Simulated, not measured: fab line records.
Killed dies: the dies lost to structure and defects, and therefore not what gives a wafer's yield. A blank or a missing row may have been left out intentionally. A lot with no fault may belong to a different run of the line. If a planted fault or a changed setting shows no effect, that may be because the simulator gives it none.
Which tool is to blame? :: flow sky130 :: 36 wafers from 12 lots sampled at 5 of the route's 708 steps

## WHAT THE GAUGES READ, wafer by wafer
SKY_VIA3_BOW_MEAS_03. Usual: for VIA3_BOW the level is 80 um and the standard deviation is 8.
lot: L976
measured: day 38 12:40
on: filmMetro-04
VIA3_BOW (um): 78 68 66
flag: 

lot: L977
measured: day 38 15:41
on: filmMetro-01
VIA3_BOW (um): 77 68 66
flag: 

lot: L978
measured: day 39 06:50
on: filmMetro-04
VIA3_BOW (um): 90 88 88
flag: 

lot: L979
measured: day 39 20:31
on: filmMetro-04
VIA3_BOW (um): 75 87 75
flag: 

lot: L982
measured: day 40 21:34
on: filmMetro-01
VIA3_BOW (um): 74 84 79
flag: 

lot: L985
measured: day 41 05:08
on: filmMetro-02
VIA3_BOW (um): 78 80 81
flag: 

lot: L986
measured: day 41 16:50
on: filmMetro-02
VIA3_BOW (um): 88 70 79
flag: 

lot: L993
measured: day 44 09:37
on: filmMetro-04
VIA3_BOW (um): 83 91 84
flag: 

lot: L995
measured: day 44 10:37
on: filmMetro-04
VIA3_BOW (um): 83 84 79
flag: 

lot: L996
measured: day 44 10:46
on: filmMetro-02
VIA3_BOW (um): 78 87 76
flag: 

lot: L997
measured: day 44 20:05
on: filmMetro-02
VIA3_BOW (um): 70 74 71
flag: 

lot: L999
measured: day 45 02:21
on: filmMetro-01
VIA3_BOW (um): 64 68 80
flag: 

SKY_METAL4_CD_MEAS_13: target cd 300 nm. Usual: cdNm at 299.9 nm, with a standard deviation of 1.6.
lot: L976
measured: day 41 17:20
on: cdSem-02
cdNm (nm): 299.6 299.3 299.7
flag: 

lot: L977
measured: day 41 20:20
on: cdSem-02
cdNm (nm): 298.3 299.5 297.6
flag: 

lot: L978
measured: day 42 09:35
on: cdSem-01
cdNm (nm): 296.2 296.3 296.8
flag: 

lot: L979
measured: day 42 23:09
on: cdSem-02
cdNm (nm): 301.4 300.8 300.3
flag: 

lot: L982
measured: day 43 22:23
on: cdSem-01
cdNm (nm): 301.2 302.5 301.3
flag: 

lot: L985
measured: day 44 07:02
on: cdSem-01
cdNm (nm): 298.0 299.7 299.4
flag: 

lot: L986
measured: day 44 14:48
on: cdSem-02
cdNm (nm): 298.9 297.8 298.9
flag: 

lot: L993
measured: day 47 01:55
on: cdSem-02
cdNm (nm): 301.6 300.8 299.2
flag: 

lot: L995
measured: day 47 04:22
on: cdSem-02
cdNm (nm): 298.0 299.0 297.8
flag: 

lot: L996
measured: day 47 05:04
on: cdSem-01
cdNm (nm): 138.4 180.0 192.7
flag: OFF

lot: L997
measured: day 47 11:34
on: cdSem-02
cdNm (nm): 210.3 236.5 64.8
flag: OFF

lot: L999
measured: day 47 18:39
on: cdSem-01
cdNm (nm): 300.4 300.4 299.5
flag: 

SKY_METAL4_OVL_MEAS_14. Usual: for METAL4_OVL the level is 0 nm and the standard deviation is 5.4.
lot: L976
measured: day 41 17:28
on: overlay-01
METAL4_OVL (nm): 0 4 12
flag: 

lot: L977
measured: day 41 20:28
on: overlay-02
METAL4_OVL (nm): -4 1 -2
flag: 

lot: L978
measured: day 42 09:43
on: overlay-02
METAL4_OVL (nm): -1 -4 5
flag: 

lot: L979
measured: day 42 23:16
on: overlay-02
METAL4_OVL (nm): 7 4 9
flag: 

lot: L982
measured: day 43 22:31
on: overlay-01
METAL4_OVL (nm): -7 2 0
flag: 

lot: L985
measured: day 44 07:10
on: overlay-01
METAL4_OVL (nm): 9 10 3
flag: 

lot: L986
measured: day 44 14:55
on: overlay-01
METAL4_OVL (nm): -6 -2 -2
flag: 

lot: L993
measured: day 47 02:01
on: overlay-02
METAL4_OVL (nm): 6 -5 7
flag: 

lot: L995
measured: day 47 04:28
on: overlay-02
METAL4_OVL (nm): 7 12 6
flag: 

lot: L996
measured: day 47 05:10
on: overlay-01
METAL4_OVL (nm): -8 4 0
flag: 

lot: L997
measured: day 47 11:41
on: overlay-02
METAL4_OVL (nm): -5 -4 2
flag: 

lot: L999
measured: day 47 18:46
on: overlay-02
METAL4_OVL (nm): 2 1 1
flag: 

## WHAT TOOL EACH LOT RAN ON (gives the tool, then ch and the chambers of the sampled wafers, and finally the start)
lot: L976
SKY_METAL3_SPUTTER_04: pvdSputter-01, day 36 06:42
SKY_METAL4_EXPOSE_10: krfScanner-02 ch 0, day 41 05:04

lot: L977
SKY_METAL3_SPUTTER_04: pvdSputter-02, day 36 09:25
SKY_METAL4_EXPOSE_10: krfScanner-01 ch 0, day 41 08:29

lot: L978
SKY_METAL3_SPUTTER_04: pvdSputter-04, day 37 01:58
SKY_METAL4_EXPOSE_10: krfScanner-02 ch 0, day 41 22:38

lot: L979
SKY_METAL3_SPUTTER_04: pvdSputter-01, day 37 15:13
SKY_METAL4_EXPOSE_10: krfScanner-01 ch 0, day 42 11:55

lot: L982
SKY_METAL3_SPUTTER_04: pvdSputter-04, day 38 17:22
SKY_METAL4_EXPOSE_10: krfScanner-01 ch 0, day 43 11:04

lot: L985
SKY_METAL3_SPUTTER_04: pvdSputter-02, day 39 01:42
SKY_METAL4_EXPOSE_10: krfScanner-02 ch 0, day 43 20:25

lot: L986
SKY_METAL3_SPUTTER_04: pvdSputter-02, day 39 13:55
SKY_METAL4_EXPOSE_10: krfScanner-01 ch 0, day 44 03:41

lot: L993
SKY_METAL3_SPUTTER_04: pvdSputter-02, day 42 09:59
SKY_METAL4_EXPOSE_10: krfScanner-02 ch 0, day 46 15:47

lot: L995
SKY_METAL3_SPUTTER_04: pvdSputter-01, day 42 10:17
SKY_METAL4_EXPOSE_10: krfScanner-01 ch 0, day 46 18:50

lot: L996
SKY_METAL3_SPUTTER_04: pvdSputter-02, day 42 10:35
SKY_METAL4_EXPOSE_10: krfScanner-01 ch 0, day 46 19:19

lot: L997
SKY_METAL3_SPUTTER_04: pvdSputter-01, day 42 20:05
SKY_METAL4_EXPOSE_10: krfScanner-01 ch 0, day 47 01:33

lot: L999
SKY_METAL3_SPUTTER_04: pvdSputter-04, day 43 03:05
SKY_METAL4_EXPOSE_10: krfScanner-02 ch 0, day 47 08:56
- SKY_METAL3_SPUTTER_04: material TiN, target thk 70 nm, time 58.3 s.
- SKY_METAL4_EXPOSE_10: exposes mask MM4, target cd 300 nm.

## AS READ BY THE TOOLS THEMSELVES (means over the sampled wafers that have a number; for cases with no such wafer, the mark the record gives instead)
SKY_METAL3_SPUTTER_04. Usual: throttleValvePct at 30.0 %, with a standard deviation of 0.82.
lot: L976
tool: pvdSputter-01
throttleValvePct (%): 30.4
flag: 

lot: L977
tool: pvdSputter-02
throttleValvePct (%): 29.0
flag: 

lot: L978
tool: pvdSputter-04
throttleValvePct (%): 30.9
flag: 

lot: L979
tool: pvdSputter-01
throttleValvePct (%): 29.8
flag: 

lot: L982
tool: pvdSputter-04
throttleValvePct (%): 30.9
flag: 

lot: L985
tool: pvdSputter-02
throttleValvePct (%): 29.2
flag: 

lot: L986
tool: pvdSputter-02
throttleValvePct (%): 29.2
flag: 

lot: L993
tool: pvdSputter-02
throttleValvePct (%): 29.0
flag: 

lot: L995
tool: pvdSputter-01
throttleValvePct (%): 30.1
flag: 

lot: L996
tool: pvdSputter-02
throttleValvePct (%): 28.8
flag: 

lot: L997
tool: pvdSputter-01
throttleValvePct (%): 30.2
flag: 

lot: L999
tool: pvdSputter-04
throttleValvePct (%): 30.7
flag: 

SKY_METAL4_EXPOSE_10. Usual: stageVelMmS 499.94 mm/s, standard deviation 0.23.
lot: L976
tool: krfScanner-02
stageVelMmS (mm/s): 499.88
flag: 

lot: L977
tool: krfScanner-01
stageVelMmS (mm/s): 499.72
flag: 

lot: L978
tool: krfScanner-02
stageVelMmS (mm/s): 499.99
flag: 

lot: L979
tool: krfScanner-01
stageVelMmS (mm/s): 500.18
flag: 

lot: L982
tool: krfScanner-01
stageVelMmS (mm/s): 500.01
flag: 

lot: L985
tool: krfScanner-02
stageVelMmS (mm/s): 500.15
flag: 

lot: L986
tool: krfScanner-01
stageVelMmS (mm/s): 499.78
flag: 

lot: L993
tool: krfScanner-02
stageVelMmS (mm/s): 500.34
flag: 

lot: L995
tool: krfScanner-01
stageVelMmS (mm/s): 499.95
flag: 

lot: L996
tool: krfScanner-01
stageVelMmS (mm/s): 499.79
flag: 

lot: L997
tool: krfScanner-01
stageVelMmS (mm/s): 499.98
flag: 

lot: L999
tool: krfScanner-02
stageVelMmS (mm/s): 499.87
flag: 

## THE ANSWER, worked out from the rows above alone
Rule: take the mean of a lot's wafers that have a number; if it is more than 3 standard deviations from the usual mean, the lot is off. Also off: a lot with no number at a reading for which 4 or more lots have one. The other lots that the step has rows for count as sound. First the gauges in route order, then the tools' own readings, where a lot's mean is used as printed above. At the first step where some lot is off, the reading lying furthest off is the one used; lots without a number count as furthest.
Off: L996, L997, at SKY_METAL4_CD_MEAS_13 (cdNm).
If a tool, at a process step before that reading, ran all the lots that are off and no sound lot after the first of them, it fits. Gauges at SKY_METAL4_CD_MEAS_13: tried the same way as those tools. One fits: krfScanner-01 at SKY_METAL4_EXPOSE_10. A fault onset in the window from L995 (day 46 18:50, its last sound lot) to L996 (day 46 19:19, its first lot off) fits.

## WHAT HAD BEEN PUT IN BY THE SIMULATOR
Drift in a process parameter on krfScanner-01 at SKY_METAL4_EXPOSE_10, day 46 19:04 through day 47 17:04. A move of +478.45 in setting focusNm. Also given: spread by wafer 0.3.
Shown lots that were struck: L996, L997. This agrees with what the rule above found.
